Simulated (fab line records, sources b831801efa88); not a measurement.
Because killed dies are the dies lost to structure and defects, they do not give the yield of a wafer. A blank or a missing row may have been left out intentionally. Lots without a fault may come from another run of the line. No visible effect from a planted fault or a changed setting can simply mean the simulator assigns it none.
fab line records ; flow sky130
record: lots: 24; wafers: 72; last-day: 50
route steps=708 shown POLY_CUT@316 VIA2@519 METAL3@535 PASSIVATION@692 PAD_OPEN@707
lots that met no fault: from a run of the same line without faults
start-h: start of the lot's first displayed wafer, in hours after the record's first day ; wait-h: time in hours since the lot's previous step ; " repeats the value in the row above ; L1.1+2: several wafers, shown together as one row ; - either no value or no given start ; * or withheld: withheld ; < > ~ a bound
route shown NAME@n: a module of which the file shows steps, and the number in the route of the first ; usual: mean/standard deviation taken from wafers without a fault ; same: alike in all rows ; chamber/n: place in a boat ; sites: readings site by site ; _std_site: how widely they spread, as a standard deviation ; _edge_site: inner sites' mean taken away from outer sites' mean ; radius-mm: for every site, how far away it sits from the centre of the wafer ; mask NAME#n: copy n ; behind: the most recent tool/chamber to have shaped the wafer ; hold: why the lot was held/for how many hours/how that ended ; device: which transistor (n, p or np) failed to switch ; end of line: at the end of the route, the tests of the same wafers ; where a step has no rows: the recipe by itself ; killed: count of dies lost to structure and defects at first sort (not the wafer's yield) ; map: a wafer's dies, x killed, . not, _ none there
set.NAME: setting as actually run; set.NAME@STEP: the setting as run at that earlier step ; model.NAME: the simulator's own value behind a step, which no gauge read
route steps across a sampled set of lots; one table per step, one row per wafer
services: from which hour (start-h, from the record's first day; less than 0 if before it) a tool's chamber was out of use, for how many hours, and why
== steps ==
step: SKY_POLY_CUT_OVL_MEAS_09
usual: POLY_CUT_OVL: 2/5.5
lot.wafer;tool;chamber;start-h;wait-h;POLY_CUT_OVL[nm]
L074.1;overlay-01;-;553.76;0.1;-3
L074.2;overlay-01;-;553.76;0.1;7
L074.6;overlay-01;-;553.76;0.1;3
L075.2;overlay-01;-;560.02;0.1;-1
L075.4;overlay-01;-;560.02;0.1;-7
L075.5;overlay-01;-;560.02;0.1;3
L076.1;overlay-01;-;569.01;0.1;2
L076.5;overlay-01;-;569.01;0.1;6
L076.6;overlay-01;-;569.01;0.1;4
L077.2;overlay-02;-;580.59;0.1;12
L077.5;overlay-02;-;580.59;0.1;10
L077.6;overlay-02;-;580.59;0.1;6
L078.3;overlay-01;-;589.24;0.1;4
L078.4;overlay-01;-;589.24;0.1;-1
L078.6;overlay-01;-;589.24;0.1;5
L079.2;overlay-02;-;601.32;0.1;-2
L079.3;overlay-02;-;601.32;0.1;-3
L079.4;overlay-02;-;601.32;0.1;-4
L080.2;overlay-01;-;602.52;0.1;-4
L080.5;overlay-01;-;602.52;0.1;14
L080.6;overlay-01;-;602.52;0.1;0
L081.1;overlay-02;-;620.18;0.1;-7
L081.2;overlay-02;-;620.18;0.1;6
L081.6;overlay-02;-;620.18;0.1;-3
L082.2;overlay-02;-;633.97;0.1;6
L082.4;overlay-02;-;633.97;0.1;-7
L082.6;overlay-02;-;633.97;0.1;4
L083.2;overlay-01;-;639.37;0.1;-1
L083.4;overlay-01;-;639.37;0.1;-3
L083.6;overlay-01;-;639.37;0.1;0
L084.2;overlay-01;-;645.77;0.1;2
L084.4;overlay-01;-;645.77;0.1;-4
L084.6;overlay-01;-;645.77;0.1;-5
L085.1;overlay-02;-;649.46;0.1;9
L085.4;overlay-02;-;649.46;0.1;11
L085.5;overlay-02;-;649.46;0.1;11
L086.1;overlay-02;-;662.21;0.1;3
L086.2;overlay-02;-;662.21;0.1;9
L086.4;overlay-02;-;662.21;0.1;3
L087.3;overlay-02;-;671.72;0.1;7
L087.4;overlay-02;-;671.72;0.1;5
L087.6;overlay-02;-;671.72;0.1;10
L088.1;overlay-02;-;673.63;0.1;-10
L088.4;overlay-02;-;673.63;0.1;-5
L088.6;overlay-02;-;673.63;0.1;3
L089.1;overlay-01;-;689.66;0.1;11
L089.2;overlay-01;-;689.66;0.1;10
L089.4;overlay-01;-;689.66;0.1;4
L090.2;overlay-01;-;693.42;0.1;0
L090.5;overlay-01;-;693.42;0.1;-5
L090.6;overlay-01;-;693.42;0.1;10
L091.2;overlay-02;-;702.02;0.1;2
L091.3;overlay-02;-;702.02;0.1;4
L091.4;overlay-02;-;702.02;0.1;4
L092.1;overlay-02;-;704.46;0.1;-3
L092.3;overlay-02;-;704.46;0.1;-4
L092.4;overlay-02;-;704.46;0.1;3
L094.2;overlay-02;-;726.17;0.1;-1
L094.4;overlay-02;-;726.17;0.1;3
L094.6;overlay-02;-;726.17;0.1;-3
L093.4;overlay-02;-;729.78;0.1;5
L093.5;overlay-02;-;729.78;0.1;5
L093.6;overlay-02;-;729.78;0.1;-10
L095.3;overlay-01;-;731.92;0.1;8
L095.4;overlay-01;-;731.92;0.1;-4
L095.5;overlay-01;-;731.92;0.1;7
L096.4;overlay-02;-;737.43;0.1;5
L096.5;overlay-02;-;737.43;0.1;-2
L096.6;overlay-02;-;737.43;0.1;3
L097.3;overlay-02;-;742.52;0.1;-3
L097.4;overlay-02;-;742.52;0.1;2
L097.5;overlay-02;-;742.52;0.1;0
step: SKY_VIA2_CD_MEAS_12
recipe: target-cd-nm: 200
usual: cd-nm: 200.2/1.6
lot.wafer;tool;chamber;start-h;wait-h;cd-nm
L074.1;cd-sem-02;-;845.01;-;200.3
L074.2;cd-sem-02;-;845.01;-;199.8
L074.6;cd-sem-02;-;845.01;-;199.7
L075.2;cd-sem-01;-;849.46;-;201.8
L075.4;cd-sem-01;-;849.46;-;201.2
L075.5;cd-sem-01;-;849.46;-;202.1
L076.1;cd-sem-02;-;858.54;-;202.3
L076.5;cd-sem-02;-;858.54;-;200.3
L076.6;cd-sem-02;-;858.54;-;201.9
L077.2;cd-sem-02;-;864.98;-;198.5
L077.5;cd-sem-02;-;864.98;-;198.4
L077.6;cd-sem-02;-;864.98;-;198.9
L078.3;cd-sem-02;-;874.88;-;203.4
L078.4;cd-sem-02;-;874.88;-;201.4
L078.6;cd-sem-02;-;874.88;-;201.0
L079.2;cd-sem-02;-;885.79;-;197.2
L079.3;cd-sem-02;-;885.79;-;196.6
L079.4;cd-sem-02;-;885.79;-;195.8
L080.2;cd-sem-01;-;887.98;-;204.3
L080.5;cd-sem-01;-;887.98;-;202.6
L080.6;cd-sem-01;-;887.98;-;202.4
L081.1;cd-sem-02;-;900.61;-;199.1
L081.2;cd-sem-02;-;900.61;-;199.5
L081.6;cd-sem-02;-;900.61;-;199.1
L082.2;cd-sem-01;-;915.16;-;199.8
L082.4;cd-sem-01;-;915.16;-;201.5
L082.6;cd-sem-01;-;915.16;-;199.5
L083.2;cd-sem-02;-;918.43;-;200.0
L083.4;cd-sem-02;-;918.43;-;199.2
L083.6;cd-sem-02;-;918.43;-;199.9
L084.2;cd-sem-02;-;925.59;-;199.5
L084.4;cd-sem-02;-;925.59;-;199.7
L084.6;cd-sem-02;-;925.59;-;199.2
L085.1;cd-sem-02;-;928.32;-;200.2
L085.4;cd-sem-02;-;928.32;-;200.5
L085.5;cd-sem-02;-;928.32;-;199.3
L086.1;cd-sem-02;-;939.57;-;200.1
L086.2;cd-sem-02;-;939.57;-;201.0
L086.4;cd-sem-02;-;939.57;-;200.2
L087.3;cd-sem-01;-;946.26;-;201.1
L087.4;cd-sem-01;-;946.26;-;201.0
L087.6;cd-sem-01;-;946.26;-;201.7
L088.1;cd-sem-02;-;948.32;-;201.1
L088.4;cd-sem-02;-;948.32;-;202.1
L088.6;cd-sem-02;-;948.32;-;201.0
L089.1;cd-sem-02;-;961.14;-;199.8
L089.2;cd-sem-02;-;961.14;-;199.4
L089.4;cd-sem-02;-;961.14;-;199.9
L090.2;cd-sem-02;-;965.63;-;198.9
L090.5;cd-sem-02;-;965.63;-;198.9
L090.6;cd-sem-02;-;965.63;-;200.4
L091.2;cd-sem-02;-;973.11;-;200.7
L091.3;cd-sem-02;-;973.11;-;200.8
L091.4;cd-sem-02;-;973.11;-;200.3
L092.1;cd-sem-02;-;976.22;-;197.9
L092.3;cd-sem-02;-;976.22;-;198.1
L092.4;cd-sem-02;-;976.22;-;198.3
L094.2;cd-sem-01;-;993.74;-;202.7
L094.4;cd-sem-01;-;993.74;-;202.7
L094.6;cd-sem-01;-;993.74;-;203.3
L093.4;cd-sem-02;-;996.12;-;201.4
L093.5;cd-sem-02;-;996.12;-;200.5
L093.6;cd-sem-02;-;996.12;-;199.8
L095.3;cd-sem-01;-;997.40;-;198.6
L095.4;cd-sem-01;-;997.40;-;197.9
L095.5;cd-sem-01;-;997.40;-;198.5
L096.4;cd-sem-02;-;1002.90;-;198.7
L096.5;cd-sem-02;-;1002.90;-;198.1
L096.6;cd-sem-02;-;1002.90;-;200.2
L097.3;cd-sem-01;-;1008.38;-;201.6
L097.4;cd-sem-01;-;1008.38;-;200.7
L097.5;cd-sem-01;-;1008.38;-;201.0
step: SKY_METAL3_SPUTTER_03
recipe: material: Ti; target-thk-nm: 5; power-w: 3000; time-s: 3.3; chamber-pressure-pa: 0.4
usual: throttle-valve-pct: 30.2/1
lot.wafer;tool;chamber;start-h;wait-h;throttle-valve-pct
L074.1;pvd-sputter-02;-;846.66;0.0;29.8
L074.2;pvd-sputter-02;-;846.66;0.0;29.2
L074.6;pvd-sputter-02;-;846.66;0.0;29.0
L075.2;pvd-sputter-04;-;851.14;0.0;30.1
L075.4;pvd-sputter-04;-;851.14;0.0;31.5
L075.5;pvd-sputter-04;-;851.14;0.0;28.4
L076.1;pvd-sputter-04;-;860.15;0.0;28.4
L076.5;pvd-sputter-04;-;860.15;0.0;28.6
L076.6;pvd-sputter-04;-;860.15;0.0;30.2
L077.2;pvd-sputter-01;-;866.57;0.0;30.5
L077.5;pvd-sputter-01;-;866.57;0.0;30.8
L077.6;pvd-sputter-01;-;866.57;0.0;29.4
L078.3;pvd-sputter-01;-;876.50;0.0;30.4
L078.4;pvd-sputter-01;-;876.50;0.0;30.6
L078.6;pvd-sputter-01;-;876.50;0.0;30.3
L079.2;pvd-sputter-01;-;887.42;0.0;30.2
L079.3;pvd-sputter-01;-;887.42;0.0;30.2
L079.4;pvd-sputter-01;-;887.42;0.0;30.5
L080.2;pvd-sputter-01;-;889.58;0.0;30.5
L080.5;pvd-sputter-01;-;889.58;0.0;29.3
L080.6;pvd-sputter-01;-;889.58;0.0;30.2
L081.1;pvd-sputter-02;-;902.25;0.0;33.1
L081.2;pvd-sputter-02;-;902.25;0.0;29.2
L081.6;pvd-sputter-02;-;902.25;0.0;29.5
L082.2;pvd-sputter-04;-;916.75;0.0;30.0
L082.4;pvd-sputter-04;-;916.75;0.0;28.6
L082.6;pvd-sputter-04;-;916.75;0.0;31.7
L083.2;pvd-sputter-01;-;920.02;0.0;30.5
L083.4;pvd-sputter-01;-;920.02;0.0;29.1
L083.6;pvd-sputter-01;-;920.02;0.0;29.8
L084.2;pvd-sputter-01;-;927.19;0.0;30.8
L084.4;pvd-sputter-01;-;927.19;0.0;30.2
L084.6;pvd-sputter-01;-;927.19;0.0;30.5
L085.1;pvd-sputter-01;-;929.94;0.0;29.9
L085.4;pvd-sputter-01;-;929.94;0.0;30.4
L085.5;pvd-sputter-01;-;929.94;0.0;29.9
L086.1;pvd-sputter-01;-;941.22;0.0;30.6
L086.2;pvd-sputter-01;-;941.22;0.0;29.3
L086.4;pvd-sputter-01;-;941.22;0.0;30.5
L087.3;pvd-sputter-04;-;947.87;0.0;30.1
L087.4;pvd-sputter-04;-;947.87;0.0;28.6
L087.6;pvd-sputter-04;-;947.87;0.0;28.7
L088.1;pvd-sputter-04;-;952.28;0.0;28.6
L088.4;pvd-sputter-04;-;952.28;0.0;31.7
L088.6;pvd-sputter-04;-;952.28;0.0;29.8
L089.1;pvd-sputter-02;-;962.76;0.0;31.1
L089.2;pvd-sputter-02;-;962.76;0.0;29.2
L089.4;pvd-sputter-02;-;962.76;0.0;29.6
L090.2;pvd-sputter-04;-;967.23;0.0;31.7
L090.5;pvd-sputter-04;-;967.23;0.0;28.7
L090.6;pvd-sputter-04;-;967.23;0.0;31.4
L091.2;pvd-sputter-04;-;974.72;0.0;31.8
L091.3;pvd-sputter-04;-;974.72;0.0;28.6
L091.4;pvd-sputter-04;-;974.72;0.0;29.9
L092.1;pvd-sputter-04;-;977.84;0.0;28.7
L092.3;pvd-sputter-04;-;977.84;0.0;30.2
L092.4;pvd-sputter-04;-;977.84;0.0;31.8
L094.2;pvd-sputter-04;-;995.51;0.0;30.0
L094.4;pvd-sputter-04;-;995.51;0.0;30.1
L094.6;pvd-sputter-04;-;995.51;0.0;32.0
L093.4;pvd-sputter-04;-;997.68;0.0;31.6
L093.5;pvd-sputter-04;-;997.68;0.0;30.0
L093.6;pvd-sputter-04;-;997.68;0.0;30.1
L095.3;pvd-sputter-01;-;998.97;0.0;29.4
L095.4;pvd-sputter-01;-;998.97;0.0;30.5
L095.5;pvd-sputter-01;-;998.97;0.0;29.4
L096.4;pvd-sputter-04;-;1004.49;0.0;29.8
L096.5;pvd-sputter-04;-;1004.49;0.0;28.6
L096.6;pvd-sputter-04;-;1004.49;0.0;31.6
L097.3;pvd-sputter-01;-;1009.96;0.0;30.7
L097.4;pvd-sputter-01;-;1009.96;0.0;29.0
L097.5;pvd-sputter-01;-;1009.96;0.0;30.4
step: SKY_PASSIVATION_ETCH_11
recipe: chemistry: CF4/O2; target-depth-nm: 725; stop-on: AlCu; source-w: 800; bias-w: 150; pressure-mtorr: 150; cf4-flow-sccm: 80; O2_flow_sccm: 10; time-s: 161.1
usual: drypump-motor-current-A: 5.5/0.38; oes-product-au: 0.976/0.0073; throttle-valve-pct: 5.963/0.0095
lot.wafer;tool;chamber;start-h;wait-h;drypump-motor-current-A;oes-product-au;rf-hours-counter-h;throttle-valve-pct
L074.1;rie-diel-04;1;1048.34;-;5.6;0.971;18;5.976
L074.2;rie-diel-04;2;1048.34;-;5.2;0.974;17;5.981
L074.6;rie-diel-04;1;1048.34;-;5.6;0.977;-;5.945
L075.2;rie-diel-01;2;1051.71;-;5.2;0.959;1;5.960
L075.4;rie-diel-01;3;1051.71;-;5.2;0.975;-;5.950
L075.5;rie-diel-01;1;1051.71;-;6.6;0.968;-;5.951
L076.1;rie-diel-04;0;1058.74;-;5.7;0.973;8;5.968
L076.5;rie-diel-04;3;1058.74;-;5.1;0.976;-;5.960
L076.6;rie-diel-04;2;1058.74;-;5.3;0.972;-;5.961
L077.2;rie-diel-04;0;1065.42;-;5.7;0.977;8;5.976
L077.5;rie-diel-04;3;1065.42;-;5.1;0.977;-;5.939
L077.6;rie-diel-04;0;1065.42;-;5.7;0.981;-;5.961
L078.3;rie-diel-01;1;1071.77;-;6.6;0.973;8;5.948
L078.4;rie-diel-01;0;1071.77;-;5.2;0.984;0;5.967
L078.6;rie-diel-01;3;1071.77;-;5.2;0.980;-;5.961
L079.2;rie-diel-04;0;1082.37;-;5.7;0.965;9;5.947
L079.3;rie-diel-04;1;1082.37;-;5.6;0.977;19;5.966
L079.4;rie-diel-04;2;1082.37;-;5.2;0.976;19;5.946
L080.2;rie-diel-02;0;1085.11;-;5.2;0.969;12;5.959
L080.5;rie-diel-02;0;1085.11;-;5.2;0.965;-;5.958
L080.6;rie-diel-02;1;1085.11;-;6.0;0.985;-;5.973
L081.1;rie-diel-04;0;1095.33;-;5.7;0.975;9;5.970
L081.2;rie-diel-04;1;1095.33;-;5.7;0.966;19;5.964
L081.6;rie-diel-04;1;1095.33;-;5.6;0.984;-;5.963
L082.2;rie-diel-02;2;1105.96;-;5.6;0.962;24;5.965
L082.4;rie-diel-02;0;1105.96;-;5.2;0.979;12;5.973
L082.6;rie-diel-02;0;1105.96;-;5.2;0.977;-;5.967
L083.2;rie-diel-01;2;1109.43;-;5.2;0.972;3;5.961
L083.4;rie-diel-01;1;1109.43;-;6.6;0.972;10;5.962
L083.6;rie-diel-01;0;1109.43;-;5.2;0.995;-;5.955
L084.2;rie-diel-02;1;1113.76;-;6.0;0.980;13;5.966
L084.4;rie-diel-02;2;1113.76;-;5.5;0.976;24;5.968
L084.6;rie-diel-02;1;1113.76;-;6.0;0.982;-;5.950
L085.1;rie-diel-04;3;1115.41;-;5.1;0.973;27;5.967
L085.4;rie-diel-04;0;1115.41;-;5.7;0.975;-;5.967
L085.5;rie-diel-04;1;1115.41;-;5.6;0.975;-;5.960
L086.1;rie-diel-04;0;1127.28;-;5.7;0.966;10;5.962
L086.2;rie-diel-04;2;1127.28;-;5.2;0.976;20;5.960
L086.4;rie-diel-04;3;1127.28;-;5.1;0.978;27;5.973
L087.3;rie-diel-01;0;1131.11;-;5.2;0.965;2;5.949
L087.4;rie-diel-01;3;1131.11;-;5.2;0.974;-;5.982
L087.6;rie-diel-01;2;1131.11;-;5.2;0.971;-;5.957
L088.1;rie-diel-02;2;1135.24;-;5.5;0.961;25;5.958
L088.4;rie-diel-02;3;1135.24;-;5.8;0.976;16;5.947
L088.6;rie-diel-02;2;1135.24;-;5.5;0.978;-;5.944
L089.1;rie-diel-02;3;1141.49;-;5.8;0.984;17;5.957
L089.2;rie-diel-02;0;1141.49;-;5.2;0.976;13;5.981
L089.4;rie-diel-02;3;1141.49;-;5.8;0.981;-;5.964
L090.2;rie-diel-01;0;1146.19;-;5.2;0.979;4;5.984
L090.5;rie-diel-01;0;1146.19;-;5.2;0.992;-;5.970
L090.6;rie-diel-01;3;1146.19;-;5.2;0.979;-;5.966
L091.2;rie-diel-02;3;1151.94;-;5.8;0.978;17;5.956
L091.3;rie-diel-02;2;1151.94;-;5.5;0.971;25;5.967
L091.4;rie-diel-02;1;1151.94;-;6.0;0.976;15;5.965
L092.1;rie-diel-04;2;1154.51;-;5.2;0.974;21;5.966
L092.3;rie-diel-04;1;1154.51;-;5.6;0.990;21;5.962
L092.4;rie-diel-04;3;1154.51;-;5.1;0.979;28;5.963
L094.2;rie-diel-04;3;1168.49;-;5.1;0.973;29;5.958
L094.4;rie-diel-04;1;1168.49;-;5.7;0.977;-;5.972
L094.6;rie-diel-04;3;1168.49;-;5.1;0.977;-;5.971
L093.4;rie-diel-01;2;1170.50;-;5.2;0.984;-;5.960
L093.5;rie-diel-01;1;1170.50;-;6.6;0.971;-;5.967
L093.6;rie-diel-01;3;1170.50;-;5.2;0.983;-;5.968
L095.3;rie-diel-02;3;1170.79;-;5.8;0.973;18;5.956
L095.4;rie-diel-02;0;1170.79;-;5.2;0.977;-;5.973
L095.5;rie-diel-02;3;1170.79;-;5.8;0.973;-;5.969
L096.4;rie-diel-02;3;1175.00;-;5.8;0.970;-;5.962
L096.5;rie-diel-02;0;1175.00;-;5.2;0.979;-;5.963
L096.6;rie-diel-02;1;1175.00;-;6.0;0.975;-;5.964
L097.3;rie-diel-02;3;1177.91;-;5.8;0.968;18;5.959
L097.4;rie-diel-02;2;1177.91;-;5.6;0.984;0;5.964
L097.5;rie-diel-02;0;1177.91;-;5.1;0.980;-;5.972
step: SKY_PASSIVATION_STRIP_12
recipe: chemistry: O2/N2; power-w: 1400; pressure-mtorr: 1500; platen-temp-c: withheld; overash-fraction: 0.7; o2-flow-sccm: 3000; n2-flow-sccm: 300
usual: drypump-motor-current-A: 5.7/0.33; n2-flow-sccm: 299.9/0.95; oes-product-au: 0.661/0.0051; strip-time-to-endpoint-s: 31.58/0.16
lot.wafer;tool;chamber;start-h;wait-h;drypump-motor-current-A;n2-flow-sccm;oes-product-au;rf-hours-counter-h;strip-time-to-endpoint-s
L074.1;plasma-asher-02;0;1048.45;0.1;5.5;300.8;0.656;93;31.58
L074.2;plasma-asher-02;1;1048.45;0.1;6.1;300.1;0.661;93;31.73
L074.6;plasma-asher-02;0;1048.45;0.1;5.5;299.6;0.660;-;31.65
L075.2;plasma-asher-02;1;1051.82;0.1;6.1;300.1;0.661;94;31.48
L075.4;plasma-asher-02;0;1051.82;0.1;5.5;298.4;0.658;-;31.61
L075.5;plasma-asher-02;1;1051.82;0.1;6.2;299.1;0.665;-;31.66
L076.1;plasma-asher-02;0;1058.85;0.1;5.5;301.7;0.658;94;31.36
L076.5;plasma-asher-02;1;1058.85;0.1;6.1;299.5;0.651;-;31.63
L076.6;plasma-asher-02;0;1058.85;0.1;5.5;300.0;0.658;-;31.36
L077.2;plasma-asher-03;0;1065.53;0.1;5.6;298.0;0.665;62;31.55
L077.5;plasma-asher-03;1;1065.53;0.1;6.0;299.3;0.663;-;31.57
L077.6;plasma-asher-03;0;1065.53;0.1;5.6;298.4;0.662;-;31.63
L078.3;plasma-asher-03;1;1071.91;0.1;6.0;299.1;0.665;-;31.75
L078.4;plasma-asher-03;0;1071.91;0.1;5.5;300.9;0.666;-;31.60
L078.6;plasma-asher-03;0;1071.91;0.1;5.5;300.6;0.663;-;31.58
L079.2;plasma-asher-02;0;1082.48;0.1;5.5;299.4;0.663;97;31.44
L079.3;plasma-asher-02;0;1082.48;0.1;5.5;299.3;0.662;-;31.50
L079.4;plasma-asher-02;1;1082.48;0.1;6.1;300.6;0.657;-;31.65
L080.2;plasma-asher-02;0;1085.22;0.1;5.5;299.4;0.654;97;31.30
L080.5;plasma-asher-02;1;1085.22;0.1;6.1;300.9;0.677;-;31.27
L080.6;plasma-asher-02;0;1085.22;0.1;5.5;299.6;0.663;-;31.26
L081.1;plasma-asher-03;0;1095.43;0.1;5.6;299.7;0.665;65;31.56
L081.2;plasma-asher-03;1;1095.43;0.1;6.0;300.6;0.665;65;31.57
L081.6;plasma-asher-03;0;1095.43;0.1;5.6;299.1;0.655;-;31.40
L082.2;plasma-asher-03;1;1106.07;0.1;6.0;298.5;0.663;66;31.71
L082.4;plasma-asher-03;1;1106.07;0.1;6.0;299.7;0.662;-;31.39
L082.6;plasma-asher-03;0;1106.07;0.1;5.6;300.1;0.665;-;31.42
L083.2;plasma-asher-02;1;1109.53;0.1;6.2;299.8;0.664;99;31.46
L083.4;plasma-asher-02;0;1109.53;0.1;5.5;300.9;0.664;-;31.47
L083.6;plasma-asher-02;0;1109.53;0.1;5.5;300.7;0.665;-;31.24
L084.2;plasma-asher-03;1;1113.87;0.1;6.0;300.1;0.651;67;31.53
L084.4;plasma-asher-03;0;1113.87;0.1;5.5;299.0;0.661;-;31.75
L084.6;plasma-asher-03;0;1113.87;0.1;5.6;298.0;0.653;-;31.53
L085.1;plasma-asher-01;1;1115.52;0.1;5.1;298.5;0.676;5;31.68
L085.4;plasma-asher-01;1;1115.52;0.1;5.2;298.9;0.657;-;31.38
L085.5;plasma-asher-01;1;1115.52;0.1;5.1;298.4;0.668;-;31.41
L086.1;plasma-asher-02;1;1127.38;0.1;6.1;300.9;0.662;101;31.70
L086.2;plasma-asher-02;0;1127.38;0.1;5.5;300.8;0.664;101;31.72
L086.4;plasma-asher-02;0;1127.38;0.1;5.5;299.6;0.659;-;31.83
L087.3;plasma-asher-02;1;1131.25;0.1;6.1;299.2;0.661;-;31.13
L087.4;plasma-asher-02;0;1131.25;0.1;5.5;300.0;0.670;-;31.53
L087.6;plasma-asher-02;0;1131.25;0.1;5.5;298.8;0.667;-;31.35
L088.1;plasma-asher-01;1;1135.35;0.1;5.1;300.4;0.658;7;31.83
L088.4;plasma-asher-01;1;1135.35;0.1;5.1;299.6;0.650;-;31.81
L088.6;plasma-asher-01;0;1135.35;0.1;5.8;298.6;0.663;-;31.83
L089.1;plasma-asher-03;0;1141.60;0.1;5.6;300.6;0.656;70;31.42
L089.2;plasma-asher-03;1;1141.60;0.1;6.0;298.7;0.668;70;31.33
L089.4;plasma-asher-03;0;1141.60;0.1;5.6;300.5;0.651;-;31.46
L090.2;plasma-asher-02;0;1146.30;0.1;5.5;300.3;0.661;103;31.49
L090.5;plasma-asher-02;0;1146.30;0.1;5.5;298.9;0.652;-;31.49
L090.6;plasma-asher-02;1;1146.30;0.1;6.2;299.9;0.654;-;31.53
L091.2;plasma-asher-03;0;1152.05;0.1;5.6;298.7;0.659;71;31.63
L091.3;plasma-asher-03;1;1152.05;0.1;6.1;300.4;0.665;-;31.73
L091.4;plasma-asher-03;0;1152.05;0.1;5.6;299.0;0.658;-;31.67
L092.1;plasma-asher-03;0;1154.62;0.1;5.6;299.6;0.656;71;31.92
L092.3;plasma-asher-03;0;1154.62;0.1;5.6;300.2;0.668;-;31.76
L092.4;plasma-asher-03;1;1154.62;0.1;6.0;300.6;0.670;-;31.82
L094.2;plasma-asher-01;0;1168.60;0.1;5.8;299.6;0.655;10;31.73
L094.4;plasma-asher-01;0;1168.60;0.1;5.8;299.5;0.667;-;31.63
L094.6;plasma-asher-01;1;1168.60;0.1;5.1;299.2;0.667;-;31.69
L093.4;plasma-asher-01;1;1170.58;0.0;5.1;300.5;0.667;-;31.49
L093.5;plasma-asher-01;1;1170.58;0.0;5.2;300.3;0.666;-;31.68
L093.6;plasma-asher-01;0;1170.58;0.0;5.8;302.0;0.660;-;31.53
L095.3;plasma-asher-03;0;1170.93;0.1;5.5;300.8;0.652;-;32.02
L095.4;plasma-asher-03;1;1170.93;0.1;6.0;302.0;0.661;-;31.78
L095.5;plasma-asher-03;0;1170.93;0.1;5.5;300.6;0.665;-;31.80
L096.4;plasma-asher-01;0;1175.08;0.0;5.7;300.0;0.655;-;31.77
L096.5;plasma-asher-01;1;1175.08;0.0;5.2;301.3;0.662;-;31.65
L096.6;plasma-asher-01;0;1175.08;0.0;5.8;299.2;0.668;-;31.64
L097.3;plasma-asher-02;0;1178.05;0.1;5.5;300.6;0.661;-;31.76
L097.4;plasma-asher-02;1;1178.05;0.1;6.1;299.9;0.652;-;31.44
L097.5;plasma-asher-02;1;1178.05;0.1;6.1;298.2;0.665;-;31.59
step: SKY_PAD_OPEN_BOW_MEAS_13
recipe: mode: bow
usual: PAD_OPEN_BOW: 49/8.9
lot.wafer;tool;chamber;start-h;wait-h;PAD_OPEN_BOW[um]
L074.1;film-metro-02;-;1072.27;-;52
L074.2;film-metro-02;-;1072.27;-;56
L074.6;film-metro-02;-;1072.27;-;48
L075.2;film-metro-04;-;1075.44;-;59
L075.4;film-metro-04;-;1075.44;-;48
L075.5;film-metro-04;-;1075.44;-;58
L076.1;film-metro-04;-;1081.97;-;48
L076.5;film-metro-04;-;1081.97;-;32
L076.6;film-metro-04;-;1081.97;-;32
L077.2;film-metro-03;-;1088.41;-;55
L077.5;film-metro-03;-;1088.41;-;59
L077.6;film-metro-03;-;1088.41;-;50
L078.3;film-metro-04;-;1094.38;-;52
L078.4;film-metro-04;-;1094.38;-;62
L078.6;film-metro-04;-;1094.38;-;50
L079.2;film-metro-02;-;1104.26;-;41
L079.3;film-metro-02;-;1104.26;-;41
L079.4;film-metro-02;-;1104.26;-;49
L080.2;film-metro-02;-;1107.26;-;64
L080.5;film-metro-02;-;1107.26;-;49
L080.6;film-metro-02;-;1107.26;-;55
L081.1;film-metro-03;-;1117.80;-;66
L081.2;film-metro-03;-;1117.80;-;57
L081.6;film-metro-03;-;1117.80;-;62
L082.2;film-metro-04;-;1127.69;-;57
L082.4;film-metro-04;-;1127.69;-;65
L082.6;film-metro-04;-;1127.69;-;61
L083.2;film-metro-04;-;1131.31;-;27
L083.4;film-metro-04;-;1131.31;-;37
L083.6;film-metro-04;-;1131.31;-;49
L084.2;film-metro-04;-;1135.59;-;41
L084.4;film-metro-04;-;1135.59;-;41
L084.6;film-metro-04;-;1135.59;-;48
L085.1;film-metro-04;-;1137.26;-;34
L085.4;film-metro-04;-;1137.26;-;49
L085.5;film-metro-04;-;1137.26;-;35
L086.1;film-metro-04;-;1147.70;-;46
L086.2;film-metro-04;-;1147.70;-;44
L086.4;film-metro-04;-;1147.70;-;41
L087.3;film-metro-04;-;1151.60;-;53
L087.4;film-metro-04;-;1151.60;-;28
L087.6;film-metro-04;-;1151.60;-;33
L088.1;film-metro-03;-;1155.82;-;47
L088.4;film-metro-03;-;1155.82;-;48
L088.6;film-metro-03;-;1155.82;-;61
L089.1;film-metro-03;-;1161.19;-;69
L089.2;film-metro-03;-;1161.19;-;48
L089.4;film-metro-03;-;1161.19;-;65
L090.2;film-metro-02;-;1165.91;-;51
L090.5;film-metro-02;-;1165.91;-;46
L090.6;film-metro-02;-;1165.91;-;49
L091.2;film-metro-02;-;1171.28;-;48
L091.3;film-metro-02;-;1171.28;-;53
L091.4;film-metro-02;-;1171.28;-;65
L092.1;film-metro-03;-;1173.69;-;57
L092.3;film-metro-03;-;1173.69;-;48
L092.4;film-metro-03;-;1173.69;-;47
L094.2;film-metro-04;-;1187.24;-;43
L094.4;film-metro-04;-;1187.24;-;45
L094.6;film-metro-04;-;1187.24;-;47
L093.4;film-metro-02;-;1189.55;-;58
L093.5;film-metro-02;-;1189.55;-;58
L093.6;film-metro-02;-;1189.55;-;48
L095.3;film-metro-02;-;1191.03;-;51
L095.4;film-metro-02;-;1191.03;-;47
L095.5;film-metro-02;-;1191.03;-;39
L096.4;film-metro-04;-;1193.98;-;49
L096.5;film-metro-04;-;1193.98;-;60
L096.6;film-metro-04;-;1193.98;-;54
L097.3;film-metro-04;-;1196.31;-;50
L097.4;film-metro-04;-;1196.31;-;47
L097.5;film-metro-04;-;1196.31;-;50
== services ==
tool;chamber;start-h;hours;kind
plasma-asher-03;-;828.12;33.1;repair
rie-diel-04;3;830.35;4.9;repair
plasma-asher-02;-;837.41;15.6;pm
rie-diel-01;2;859.01;1.7;repair
pvd-sputter-04;-;862.61;43.5;repair
rie-diel-04;-;899.83;0.1;repair
rie-diel-01;3;901.56;15.3;repair
rie-diel-01;0;924.03;25.8;repair
rie-diel-01;1;924.27;1.3;repair
rie-diel-01;2;942.74;4.6;repair
rie-diel-01;0;966.26;1.9;repair
rie-diel-04;2;980.51;1.4;repair
rie-diel-04;3;1045.28;8.9;repair
rie-diel-02;3;1077.73;5.2;repair
rie-diel-02;-;1096.25;0.8;repair
rie-diel-04;-;1098.35;0.4;repair
pvd-sputter-04;-;1102.62;40.7;repair
rie-diel-02;3;1109.42;1.6;repair
rie-diel-04;2;1113.27;2.2;repair
pvd-sputter-01;-;1119.18;4.8;repair
plasma-asher-02;-;1125.64;0.7;repair
rie-diel-02;2;1138.28;3.9;repair
rie-diel-04;0;1167.80;3.9;repair
plasma-asher-03;-;1174.94;14.6;pm
== key ==
fault none
